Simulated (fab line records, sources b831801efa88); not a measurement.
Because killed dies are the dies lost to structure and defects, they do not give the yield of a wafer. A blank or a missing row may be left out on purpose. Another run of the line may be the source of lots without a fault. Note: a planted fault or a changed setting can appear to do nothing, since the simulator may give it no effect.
Split-lot trial | flow sky130 | 5 lots, 23 wafers read, on a route of 708 steps

== ABOUT THE SPLIT ==
At SKY_LDD_P_IMPLANT_09, the setting energy_kev was moved away from the recipe's 25 on 10 of the 23 wafers read, by -2.2% to +5.7%. All remaining wafers had this setting at the recipe value.

== SPLIT TO READING: what lies between them in the file, 1 step ==
- SKY_LDD_P_STRIP_10: strips in O2/N2

== THE READING ==
LDD_P_TW, at SKY_LDD_P_TW_MEAS_11. Fault-free wafers of this fab line usually give 631, standard deviation 3.1.

wafer  | tool, chamber at the split | energy_kev as run | against the recipe | LDD_P_TW | against lot-mates on the recipe
L079.1 | implanter-02, 0            | 26.42             | +5.7%              | 634      | +6
L079.2 | implanter-02, 0            | 25                | recipe             | 629      | -
L079.3 | implanter-02, 0            | 26.42             | +5.7%              | 639      | +12
L079.4 | implanter-02, 0            | 26.42             | +5.7%              | 640      | +12
L079.6 | implanter-02, 0            | 25                | recipe             | 626      | -
L077.1 | implanter-03, 0            | 25                | recipe             | 635      | -
L077.2 | implanter-03, 0            | 24.45             | -2.2%              | 635      | -2
L077.3 | implanter-03, 0            | 24.45             | -2.2%              | 630      | -7
L077.5 | implanter-03, 0            | 25                | recipe             | 637      | -
L077.6 | implanter-03, 0            | 25                | recipe             | 640      | -
L080.1 | implanter-03, 0            | 26.4              | +5.6%              | 644      | +16
L080.2 | implanter-03, 0            | 25                | recipe             | 627      | -
L080.4 | implanter-03, 0            | 26.4              | +5.6%              | 639      | +10
L080.5 | implanter-03, 0            | 26.4              | +5.6%              | 639      | +10
L080.6 | implanter-03, 0            | 25                | recipe             | 630      | -
L084.1 | implanter-03, 0            | 25                | recipe             | 632      | -
L084.3 | implanter-03, 0            | 25                | recipe             | 628      | -
L084.4 | implanter-03, 0            | 25                | recipe             | 628      | -
L084.5 | implanter-03, 0            | 26.28             | +5.1%              | 642      | +13
L084.6 | implanter-03, 0            | 26.28             | +5.1%              | 638      | +9
L085.3 | implanter-01, 0            | 25                | recipe             | 634      | -
L085.4 | implanter-01, 0            | 25                | recipe             | 637      | -
L085.5 | implanter-01, 0            | 25                | recipe             | 632      | -

FIT RESULTS
A straight line over all 23 wafers: LDD_P_TW changes by +1.19 for each +1% of energy_kev; r = +0.67; the points scatter about the line by 3.9.
The same after taking each lot's own level away (the mean of its wafers on the recipe; 23 wafers): +2.02 for each +1%; r = +0.93; scatter 2.3.
The reading moves by 11 for the largest change in energy_kev, on that fit.
Across the lots, their own levels run from 627.5 to 637.3, a range of 3.2 times the standard deviation given above.
So the lot-to-lot level blurs the effect unless lot-mates are compared.
Check: for one of the wafers moved furthest among these (+5.7%), held out of the fit, the line's prediction against its lot-mates is +12.1. It came out at +6.5 against them.

== THESE WAFERS: OTHER SPLITS ==
Note: prior to the reading, these wafers also went through further splits. Each is held against what the fit with the lots' levels taken away leaves over:
other split on the same wafers    | wafers away from the commonest value | r with LDD_P_TW (lot level and that fit taken away)
SKY_RES_PROTECT_EXPOSE_04 dose_mj | 9                                    | -0.04
SKY_POLY_GATE_EXPOSE_10 dose_mj   | 10                                   | +0.21
SKY_POLY_GATE_ETCH_16 bias_w      | 9                                    | +0.04
SKY_LDD_N_COAT_02 spin_rpm        | 6                                    | +0.12
SKY_LDD_N_IMPLANT_15 energy_kev   | 9                                    | -0.06

== THE WHOLE CHAIN: every reading that the file lists as answering this split, in the file's order ==
step                 | what it does | reading                                                         | change (the file's fit)                | r (the file's)
SKY_LDD_P_IMPLANT_09 |              | implant.rp_nm (the simulator's own value, which no gauge read)  | +0.167 nm for each +1% of the setting  | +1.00
SKY_LDD_P_IMPLANT_09 |              | implant.drp_nm (the simulator's own value, which no gauge read) | +0.0798 nm for each +1% of the setting | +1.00
SKY_LDD_P_TW_MEAS_11 |              | LDD_P_TW                                                        | +2.03 for each +1% of the setting      | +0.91

== THE FILE'S OWN FIT ==
LDD_P_TW changes by +2.03 for each +1% of energy_kev, r = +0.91.
